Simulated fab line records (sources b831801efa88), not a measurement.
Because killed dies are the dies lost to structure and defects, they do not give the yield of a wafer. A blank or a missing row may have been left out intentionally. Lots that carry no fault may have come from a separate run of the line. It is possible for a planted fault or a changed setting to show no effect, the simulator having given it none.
fab line records | flow sky130 | part 1 of 2: steps 1 to 27 of 40
[record] lots = 5 wafers = 15 lastDay = 49
route steps=708 shown RES_PROTECT@208 POLY_GATE@213 LDD_N@237
lots that met no fault: taken from a fault-free run of the same line
startH: the number of hours between the record's first day and the start of the first shown wafer of the lot | waitH: hours elapsed since this lot's preceding step | " same as the row above | L1.1+2: a single row standing in for several wafers | - value missing, or start not given | * or withheld: withheld | < > ~ a bound
route shown NAME@n: a module of which the file shows steps, and the number in the route of the first | usual: average and standard deviation across the fault-free wafers | same: alike in all rows | chamber/n: place in a boat | sites: readings site by site | _std_site: standard deviation of those values | _edge_site: inner sites' mean taken away from outer sites' mean | radiusMm: for every site, how far away it sits from the centre of the wafer | mask NAME#n: copy n | behind: the most recent tool/chamber to have shaped the wafer | hold: why the lot went on hold/how many hours it stayed there/how the hold came to an end | device: transistor that didn't switch, given as n, p or np | end of line: at the end of the route, the tests of the same wafers | a step with no rows: only its recipe | killed: not the wafer's yield, but the dies lost to structure and defects at the first sort | map: a wafer's dies, marking killed ones x, the rest . and places with no die _
set.NAME: the setting that was run; set.NAME@STEP: the one run at that earlier step | model.NAME: the simulator's own value behind a step, which no gauge read
lots at some steps of the route; a table a step, a row a wafer
services: the hour from which a tool's chamber was out of use, counted from the record's first day as startH (under 0 if before that day), plus the number of hours and why
[[steps]]
[step SKY_RES_PROTECT_COAT_02]
[recipe] resist = NOVOLAK spinRpm = 3000 resistThkNm = 1140
// columns lot.wafer tool chamber startH waitH
L077.2+3+5 lithoTrack-03 0 371.20 0.1
L078.1+5+6 lithoTrack-02 0 380.87 0.1
L086.1+4+6 lithoTrack-04 0 429.62 0.1
L085.2+4+5 lithoTrack-03 0 429.75 0.1
L091.1+2+4 lithoTrack-03 0 468.33 0.1
[step SKY_RES_PROTECT_SOFTBAKE_03]
[recipe] tempC = 90 timeS = 60 resist = NOVOLAK
// columns lot.wafer tool chamber startH waitH
L077.2+3+5 lithoTrack-03 0 371.35 0.1
L078.1+5+6 lithoTrack-02 0 381.02 0.1
L086.1+4+6 lithoTrack-04 0 429.77 0.1
L085.2+4+5 lithoTrack-03 0 429.90 0.1
L091.1+2+4 lithoTrack-03 0 468.48 0.1
[step SKY_RES_PROTECT_EXPOSE_04]
[recipe] maskId = RPM na = 0.6 sourceShape = conventional sigmaOuter = 0.6 polarization = unpolarized targetCdNm = 1270 doseMj = 131
[usual] exposureDoseMJCm2 = 130.99/0.13
// columns lot.wafer tool chamber startH waitH mask exposureDoseMJCm2
L077.2 ilineStepper-01 0 - - RPM#0 130.86
L077.3 " 0 " " RPM#0 131.03
L077.5 " 0 " " RPM#0 131.00
L078.1 ilineStepper-02 0 - - RPM#0 130.96
L078.5 " 0 " " RPM#0 130.98
L078.6 " 0 " " RPM#0 131.07
L086.1 ilineStepper-01 0 - - RPM#0 130.97
L086.4 " 0 " " RPM#0 131.16
L086.6 " 0 " " RPM#0 131.07
L085.2 ilineStepper-01 0 - - RPM#0 130.96
L085.4 " 0 " " RPM#0 131.04
L085.5 " 0 " " RPM#0 131.04
L091.1 ilineStepper-01 0 - - RPM#0 130.82
L091.2 " 0 " " RPM#0 131.02
L091.4 " 0 " " RPM#0 130.85
[step SKY_RES_PROTECT_PEB_05]
[recipe] tempC = withheld timeS = * resist = NOVOLAK
// columns lot.wafer tool chamber startH waitH
L077.2+3+5 lithoTrack-04 0 - -
L078.1+5+6 lithoTrack-04 0 - -
L086.1+4+6 lithoTrack-04 0 - -
L085.2+4+5 lithoTrack-04 0 - -
L091.1+2+4 lithoTrack-02 0 - -
[step SKY_RES_PROTECT_DEVELOP_06]
[recipe] resist = NOVOLAK developer = TMAH developTimeS = 60 devTempC = 23
// columns lot.wafer tool chamber startH waitH
L077.2+3+5 lithoTrack-04 0 385.59 0.1
L078.1+5+6 lithoTrack-04 0 395.12 0.1
L086.1+4+6 lithoTrack-04 0 444.67 0.1
L085.2+4+5 lithoTrack-04 0 444.99 0.1
L091.1+2+4 lithoTrack-02 0 483.62 0.1
[step SKY_POLY_GATE_IMPLANT_02]
[recipe] species = P energyKev = 30 doseCm2 = 7.7e+15 tiltDeg = 0
[usual] doseIonsCm2 = 7.7e+15/9.3e+12
// columns lot.wafer tool chamber startH waitH doseIonsCm2
L077.2 implanter-02 0 385.74 0.1 7.698e+15
L077.3 " 0 " " 7.709e+15
L077.5 " 0 " " 7.707e+15
L078.1 implanter-02 0 395.27 0.1 7.695e+15
L078.5 " 0 " " 7.7e+15
L078.6 " 0 " " 7.698e+15
L086.1 implanter-03 0 444.82 0.1 7.68e+15
L086.4 " 0 " " 7.672e+15
L086.6 " 0 " " 7.678e+15
L085.2 implanter-01 0 445.14 0.1 7.708e+15
L085.4 " 0 " " 7.702e+15
L085.5 " 0 " " 7.688e+15
L091.1 implanter-02 0 483.77 0.1 7.694e+15
L091.2 " 0 " " 7.692e+15
L091.4 " 0 " " 7.692e+15
[step SKY_RES_PROTECT_STRIP_07]
[recipe] chemistry = O2/N2 powerW = 1400 pressureMtorr = 1500 platenTempC = withheld o2FlowSccm = 3000 n2FlowSccm = 300 overashFraction = 0.5
[usual] drypumpMotorCurrentA = 5.63/0.22 oesProductAu = 0.518/0.0052 stripTimeToEndpointS = 23.31/0.048
// columns lot.wafer tool chamber startH waitH drypumpMotorCurrentA oesProductAu rfHoursCounterH stripTimeToEndpointS
L077.2 plasmaAsher-01 1 385.87 0.1 5.12 0.516 60 23.35
L077.3 " 0 " " 5.72 0.526 - 23.35
L077.5 " 1 " " 5.11 0.518 - 23.37
L078.1 plasmaAsher-02 0 395.42 0.1 5.59 0.524 22 23.32
L078.5 " 1 " " 5.84 0.521 - 23.32
L078.6 " 0 " " 5.57 0.523 - 23.34
L086.1 plasmaAsher-02 0 444.97 0.1 5.55 0.512 28 23.33
L086.4 " 0 " " 5.54 0.516 - 23.27
L086.6 " 1 " " 5.86 0.512 - 23.31
L085.2 plasmaAsher-02 0 445.27 0.1 5.54 0.517 28 23.27
L085.4 " 1 " " 5.90 0.515 - 23.36
L085.5 " 0 " " 5.56 0.518 - 23.32
L091.1 plasmaAsher-02 0 483.92 0.1 5.56 0.514 33 23.34
L091.2 " 1 " " 5.85 0.521 33 23.35
L091.4 " 1 " " 5.84 0.521 - 23.33
[step SKY_RES_PROTECT_TW_MEAS_08]
[usual] POLY_GATE_TW = 4041/36
// columns lot.wafer tool chamber startH waitH POLY_GATE_TW
L077.2 filmMetro-04 - 385.98 0.1 4047
L077.3 " - " " 4014
L077.5 " - " " 4021
L078.1 filmMetro-01 - 395.52 0.1 4017
L078.5 " - " " 4018
L078.6 " - " " 4014
L086.1 filmMetro-03 - 445.07 0.1 4054
L086.4 " - " " 4049
L086.6 " - " " 4035
L085.2 filmMetro-01 - 445.38 0.1 4024
L085.4 " - " " 4004
L085.5 " - " " 3987
L091.1 filmMetro-03 - 484.02 0.1 4103
L091.2 " - " " 4093
L091.4 " - " " 4096
[step SKY_RES_PROTECT_CLEAN_09]
[recipe] chemistry = SC1/SC2 mix = 1:4:20 tempC = 70 timeS = 150 dry = n2Spin
// columns lot.wafer tool chamber startH waitH
L077.2+3+5 wetBench-04 0 386.03 0.0
L078.1+5+6 wetBench-03 3 395.58 0.1
L086.1+4+6 wetBench-01 0 445.13 0.1
L085.2+4+5 wetBench-01 2 445.43 0.0
L091.1+2+4 wetBench-01 3 484.08 0.1
[step SKY_POLY_GATE_CVD_03]
[recipe] material = Si3N4 precursor = DCS/NH3 targetThkNm = 75 tempC = 770 timeS = 1290 pressureMtorr = 250
[usual] pressureMtorr = 249.9/0.46 susceptorTempC = 770.1/0.34
// columns lot.wafer tool chamber startH waitH pressureMtorr susceptorTempC
L077.2 lpcvd-02 1 387.17 1.1 250.3 770.3
L077.3 " 1 " " 250.8 770.5
L077.5 " 1 " " 250.8 770.2
L078.1 lpcvd-02 1 396.06 0.4 249.9 770.7
L078.5 " 1 " " 249.4 770.6
L078.6 " 1 " " 249.9 770.3
L086.1 lpcvd-02 1 445.18 0.0 250.0 770.0
L086.4 " 1 " " 250.0 769.8
L086.6 " 1 " " 249.9 770.3
L085.2 lpcvd-02 0 446.54 1.1 249.5 770.2
L085.4 " 0 " " 249.0 770.2
L085.5 " 0 " " 249.6 770.1
L091.1 lpcvd-02 1 484.13 0.0 250.1 770.0
L091.2 " 1 " " 250.6 769.9
L091.4 " 1 " " 250.3 770.2
[step SKY_POLY_GATE_THK_MEAS_04]
[recipe] reads = Si3N4_of_POLY_GATE_CVD_03
[usual] POLY_GATE_CVD_03_THK = 75.1/0.71
// columns lot.wafer tool chamber startH waitH POLY_GATE_CVD_03_THK[nm]
L077.2 filmMetro-01 - 388.54 0.0 74.6
L077.3 " - " " 74.4
L077.5 " - " " 74.8
L078.1 filmMetro-02 - 397.41 0.0 74.7
L078.5 " - " " 74.7
L078.6 " - " " 75.2
L086.1 filmMetro-02 - 446.54 0.0 74.9
L086.4 " - " " 74.9
L086.6 " - " " 74.7
L085.2 filmMetro-01 - 447.90 0.0 74.4
L085.4 " - " " 74.5
L085.5 " - " " 74.3
L091.1 filmMetro-01 - 485.48 0.0 76.0
L091.2 " - " " 75.1
L091.4 " - " " 75.7
[step SKY_POLY_GATE_DEHYDRATE_05]
[recipe] tempC = 200 timeS = 60
// columns lot.wafer tool chamber startH waitH
L077.2+3+5 lithoTrack-02 0 402.04 13.5
L078.1+5+6 lithoTrack-04 0 410.72 13.3
L086.1+4+6 lithoTrack-02 0 461.42 14.9
L085.2+4+5 lithoTrack-04 0 462.89 15.0
L091.1+2+4 lithoTrack-01 0 500.33 14.8
[step SKY_POLY_GATE_HMDS_06]
[recipe] primeTimeS = 60 primeTempC = 120
// columns lot.wafer tool chamber startH waitH
L077.2+3+5 lithoTrack-02 0 402.19 0.1
L078.1+5+6 lithoTrack-04 0 410.87 0.1
L086.1+4+6 lithoTrack-02 0 461.57 0.1
L085.2+4+5 lithoTrack-04 0 463.04 0.1
L091.1+2+4 lithoTrack-01 0 500.48 0.1
[step SKY_POLY_GATE_COAT_07]
[recipe] resist = BARC tempC = withheld timeS = withheld spinRpm = 3000 resistThkNm = 110
// columns lot.wafer tool chamber startH waitH
L077.2+3+5 lithoTrack-02 0 402.34 0.1
L078.1+5+6 lithoTrack-04 0 411.02 0.1
L086.1+4+6 lithoTrack-02 0 461.72 0.1
L085.2+4+5 lithoTrack-04 0 463.19 0.1
L091.1+2+4 lithoTrack-01 0 500.63 0.1
[step SKY_POLY_GATE_COAT_08]
[recipe] resist = KrF-thick spinRpm = 3000 resistThkNm = 450
// columns lot.wafer tool chamber startH waitH
L077.2+3+5 lithoTrack-02 0 - -
L078.1+5+6 lithoTrack-04 0 - -
L086.1+4+6 lithoTrack-02 0 - -
L085.2+4+5 lithoTrack-04 0 - -
L091.1+2+4 lithoTrack-01 0 - -
[step SKY_POLY_GATE_SOFTBAKE_09]
[recipe] tempC = 100 timeS = 90 resist = KrF-thick
// columns lot.wafer tool chamber startH waitH
L077.2+3+5 lithoTrack-02 0 - -
L078.1+5+6 lithoTrack-04 0 - -
L086.1+4+6 lithoTrack-02 0 - -
L085.2+4+5 lithoTrack-04 0 - -
L091.1+2+4 lithoTrack-01 0 - -
[step SKY_POLY_GATE_EXPOSE_10]
[recipe] maskId = P1M na = 0.68 sourceShape = conventional sigmaOuter = 0.6 targetCdNm = 150 doseMj = 28
[usual] exposureDoseMJCm2 = 27.976/0.027
// columns lot.wafer tool chamber startH waitH mask exposureDoseMJCm2
L077.2 krfScanner-02 0 - - P1M#0 27.961
L077.3 " 0 " " P1M#0 27.930
L077.5 " 0 " " P1M#0 27.956
L078.1 krfScanner-02 0 - - P1M#0 27.974
L078.5 " 0 " " P1M#0 27.951
L078.6 " 0 " " P1M#0 27.949
L086.1 krfScanner-01 0 - - P1M#0 27.947
L086.4 " 0 " " P1M#0 27.916
L086.6 " 0 " " P1M#0 27.946
L085.2 krfScanner-02 0 - - P1M#0 27.928
L085.4 " 0 " " P1M#0 27.971
L085.5 " 0 " " P1M#0 27.939
L091.1 krfScanner-02 0 - - P1M#0 28.000
L091.2 " 0 " " P1M#0 27.962
L091.4 " 0 " " P1M#0 28.035
[step SKY_POLY_GATE_PEB_11]
[recipe] pebTempC = withheld pebTimeS = withheld resist = KrF-thick
// columns lot.wafer tool chamber startH waitH
L077.2+3+5 lithoTrack-04 0 - -
L078.1+5+6 lithoTrack-01 0 - -
L086.1+4+6 lithoTrack-01 0 - -
L085.2+4+5 lithoTrack-02 0 - -
L091.1+2+4 lithoTrack-01 0 - -
[step SKY_POLY_GATE_DEVELOP_12]
[recipe] developTimeS = 60 resist = KrF-thick devTempC = 21
// columns lot.wafer tool chamber startH waitH
L077.2+3+5 lithoTrack-04 0 - -
L078.1+5+6 lithoTrack-01 0 - -
L086.1+4+6 lithoTrack-01 0 - -
L085.2+4+5 lithoTrack-02 0 - -
L091.1+2+4 lithoTrack-01 0 - -
[step SKY_POLY_GATE_CD_MEAS_13]
[recipe] targetCdNm = 150
[usual] cdNm = 149.9/1.3
// columns lot.wafer tool chamber startH waitH cdNm
L077.2 cdSem-01 - 417.96 - 149.9
L077.3 " - " " 151.0
L077.5 " - " " 148.4
L078.1 cdSem-02 - 426.91 - 151.3
L078.5 " - " " 151.7
L078.6 " - " " 150.8
L086.1 cdSem-02 - 476.98 - 150.9
L086.4 " - " " 150.7
L086.6 " - " " 150.3
L085.2 cdSem-02 - 478.39 - 148.9
L085.4 " - " " 149.9
L085.5 " - " " 149.8
L091.1 cdSem-02 - 515.58 - 148.8
L091.2 " - " " 148.1
L091.4 " - " " 148.1
[step SKY_POLY_GATE_OVL_MEAS_14]
[usual] POLY_GATE_OVL = 3/4.5
// columns lot.wafer tool chamber startH waitH POLY_GATE_OVL[nm]
L077.2 overlay-01 - 418.06 0.1 8
L077.3 " - " " 7
L077.5 " - " " 4
L078.1 overlay-02 - 427.03 0.1 8
L078.5 " - " " 4
L078.6 " - " " 8
L086.1 overlay-01 - 477.10 0.1 -7
L086.4 " - " " -2
L086.6 " - " " -2
L085.2 overlay-01 - 478.49 0.1 10
L085.4 " - " " 4
L085.5 " - " " 5
L091.1 overlay-02 - 515.70 0.1 0
L091.2 " - " " 1
L091.4 " - " " 3
[step SKY_POLY_GATE_ETCH_15]
[recipe] chemistry = N2/H2 target = BARC ionEnergyEv = 200 sourceW = 500 biasW = 100 pressureMtorr = 30 n2FlowSccm = 100 h2FlowSccm = 200 stopOn = SiO2 timeS = 118.5 targetDepthA = 1100
[usual] biasW = 99.9/0.3 drypumpMotorCurrentA = 5.9/0.37 h2FlowSccm = 200.0/0.6 oesProductAu = 0.717/0.0049 throttleValvePct = 13.212/0.0093
// columns lot.wafer tool chamber startH waitH biasW drypumpMotorCurrentA h2FlowSccm oesProductAu rfHoursCounterH throttleValvePct
L077.2 rieDiel-04 3 418.09 0.0 100.1 5.4 199.2 0.719 2 13.210
L077.3 " 2 " " 100.3 6.2 200.8 0.715 4 13.224
L077.5 " 2 " " 100.3 6.2 199.5 0.731 - 13.226
L078.1 rieDiel-02 2 427.06 0.0 99.8 5.8 199.7 0.719 4 13.207
L078.5 " 3 " " 99.8 5.6 198.7 0.717 - 13.208
L078.6 " 2 " " 100.3 5.8 199.5 0.715 - 13.195
L086.1 rieDiel-02 3 477.14 0.0 99.8 5.5 199.8 0.718 35 13.222
L086.4 " 0 " " 99.6 6.2 199.9 0.716 5 13.218
L086.6 " 1 " " 99.9 5.7 200.7 0.721 - 13.201
L085.2 rieDiel-01 0 478.52 0.0 99.8 6.2 200.9 0.723 6 13.208
L085.4 " 1 " " 99.9 5.9 200.9 0.719 4 13.200
L085.5 " 0 " " 99.9 6.2 200.5 0.722 - 13.227
L091.1 rieDiel-02 3 515.74 0.0 100.1 5.5 201.1 0.726 36 13.211
L091.2 " 1 " " 100.1 5.7 199.8 0.714 72 13.198
L091.4 " 2 " " 99.7 5.8 200.4 0.721 6 13.207
[step SKY_POLY_GATE_ETCH_16]
[recipe] stopOn = poly-Si chemistry = CH3F/O2 target = Si3N4 sourceW = 400 biasW = 78.34 pressureMtorr = 25 ch3fFlowSccm = 40 O2_flow_sccm = 30 timeS = 147.5 targetDepthA = 750
[usual] O2_flow_sccm = 30.00/0.087 biasW = 78.31/0.24 drypumpMotorCurrentA = 5.9/0.37 oesProductAu = 0.640/0.0049 throttleValvePct = 10.536/0.0086
// columns lot.wafer tool chamber startH waitH O2_flow_sccm biasW drypumpMotorCurrentA oesProductAu rfHoursCounterH throttleValvePct
L077.2 rieDiel-04 3 418.17 0.0 30.00 77.91 5.5 0.641 2 10.535
L077.3 " 2 " " 30.03 78.22 6.2 0.640 4 10.540
L077.5 " 2 " " 30.05 78.37 6.1 0.641 - 10.534
L078.1 rieDiel-02 2 427.14 0.0 30.13 78.15 5.7 0.639 5 10.536
L078.5 " 3 " " 29.96 78.33 5.5 0.635 - 10.545
L078.6 " 2 " " 30.04 78.06 5.8 0.634 - 10.524
L086.1 rieDiel-02 3 477.22 0.0 29.96 77.88 5.5 0.636 35 10.547
L086.4 " 0 " " 30.08 77.99 6.2 0.642 5 10.552
L086.6 " 1 " " 29.95 78.46 5.7 0.633 - 10.524
L085.2 rieDiel-01 0 478.60 0.0 30.05 78.23 6.2 0.639 6 10.530
L085.4 " 1 " " 30.12 78.19 5.9 0.630 4 10.533
L085.5 " 0 " " 30.05 78.52 6.2 0.632 - 10.526
L091.1 rieDiel-02 3 515.82 0.0 29.85 78.32 5.5 0.644 36 10.536
L091.2 " 1 " " 29.97 78.65 5.6 0.635 72 10.528
L091.4 " 2 " " 29.89 78.54 5.8 0.636 6 10.546
[step SKY_POLY_GATE_ETCH_17]
[recipe] targetDepthNm = 180 stopOn = SiO2 overEtchFrac = 0.56667 chemistry = HBr/Cl2 target = poly-Si icpW = 400 biasW = 100 pressureMtorr = 10 HBr_flow_sccm = 150 Cl2_flow_sccm = 50 timeS = 70.5
[usual] biasW = 100.0/0.33 drypumpMotorCurrentA = 6.0/0.35 oesProductAu = 0.990/0.0068 throttleValvePct = 33.684/0.0088
// columns lot.wafer tool chamber startH waitH biasW drypumpMotorCurrentA oesProductAu rfHoursCounterH throttleValvePct
L077.2 rieSi-01 2 418.27 0.0 99.9 6.2 1.001 1 33.693
L077.3 " 3 " " 99.7 6.4 1.003 0 33.671
L077.5 " 3 " " 99.8 6.4 0.995 - 33.686
L078.1 rieSi-02 1 427.24 0.0 99.3 5.9 0.985 31 33.663
L078.5 " 3 " " 100.2 5.7 0.987 - 33.684
L078.6 " 0 " " 100.3 5.7 0.986 - 33.694
L086.1 rieSi-01 1 477.32 0.0 100.0 6.6 0.988 4 33.681
L086.4 " 3 " " 100.3 6.4 1.000 1 33.684
L086.6 " 0 " " 100.0 5.5 0.983 - 33.673
L085.2 rieSi-01 0 478.70 0.0 100.3 5.5 0.976 8 33.690
L085.4 " 2 " " 99.8 6.3 0.995 1 33.687
L085.5 " 2 " " 99.3 6.2 0.983 - 33.679
L091.1 rieSi-02 2 515.92 0.0 99.4 6.0 0.995 19 33.673
L091.2 " 3 " " 100.5 5.7 0.989 2 33.699
L091.4 " 0 " " 99.9 5.7 0.994 2 33.683
[step SKY_POLY_GATE_STRIP_18]
[recipe] chemistry = O2/N2 powerW = 1400 pressureMtorr = 1500 platenTempC = withheld o2FlowSccm = 3000 n2FlowSccm = 300 overashFraction = 0.5
[usual] drypumpMotorCurrentA = 5.7/0.31 oesProductAu = 0.360/0.0046 stripTimeToEndpointS = 3.166/0.026
// columns lot.wafer tool chamber startH waitH drypumpMotorCurrentA oesProductAu rfHoursCounterH stripTimeToEndpointS
L077.2 plasmaAsher-01 0 418.33 0.0 5.7 0.355 63 3.141
L077.3 " 1 " " 5.1 0.357 - 3.159
L077.5 " 1 " " 5.1 0.364 - 3.141
L078.1 plasmaAsher-01 1 427.30 0.0 5.1 0.363 64 3.192
L078.5 " 1 " " 5.1 0.356 - 3.200
L078.6 " 0 " " 5.7 0.354 - 3.172
L086.1 plasmaAsher-04 1 477.37 0.0 6.1 0.358 76 3.187
L086.4 " 1 " " 6.1 0.356 - 3.166
L086.6 " 0 " " 5.8 0.366 - 3.175
L085.2 plasmaAsher-02 0 478.76 0.0 5.5 0.361 32 3.224
L085.4 " 1 " " 5.8 0.361 - 3.190
L085.5 " 0 " " 5.6 0.363 - 3.210
L091.1 plasmaAsher-02 0 515.97 0.0 5.6 0.352 36 3.144
L091.2 " 1 " " 5.8 0.364 36 3.133
L091.4 " 0 " " 5.6 0.362 - 3.138
[step SKY_POLY_GATE_CLEAN_19]
[recipe] chemistry = SC1/SC2 mix = 1:4:20 tempC = 70 timeS = 150 dry = n2Spin
// columns lot.wafer tool chamber startH waitH
L077.2+3+5 wetBench-04 0 418.43 0.1
L078.1+5+6 wetBench-04 1 427.40 0.1
L086.1+4+6 wetBench-03 3 477.47 0.1
L085.2+4+5 wetBench-02 2 478.86 0.1
L091.1+2+4 wetBench-04 2 516.07 0.1
[step SKY_POLY_GATE_OXIDATION_20]
[recipe] tempC = 850 ambient = O2 stabiliseS = 600 purgeS = 300 targetThkA = 40 oxTimeS = 899
[usual] tubeCenterTempC = 850/0.071
// columns lot.wafer tool chamber startH waitH tubeCenterTempC
L077.2 furnace-01 0 418.73 0.2 850.03
L077.3 " 0 " " 850
L077.5 " 0 " " 850.04
L078.1 furnace-01 0 427.63 0.2 850
L078.5 " 0 " " 849.91
L078.6 " 0 " " 849.93
L086.1 furnace-02 0 477.52 0.0 850.08
L086.4 " 0 " " 850.02
L086.6 " 0 " " 849.98
L085.2 furnace-01 0 478.91 0.0 850.01
L085.4 " 0 " " 849.82
L085.5 " 0 " " 849.9
L091.1 furnace-01 0 516.56 0.4 849.91
L091.2 " 0 " " 850.06
L091.4 " 0 " " 850
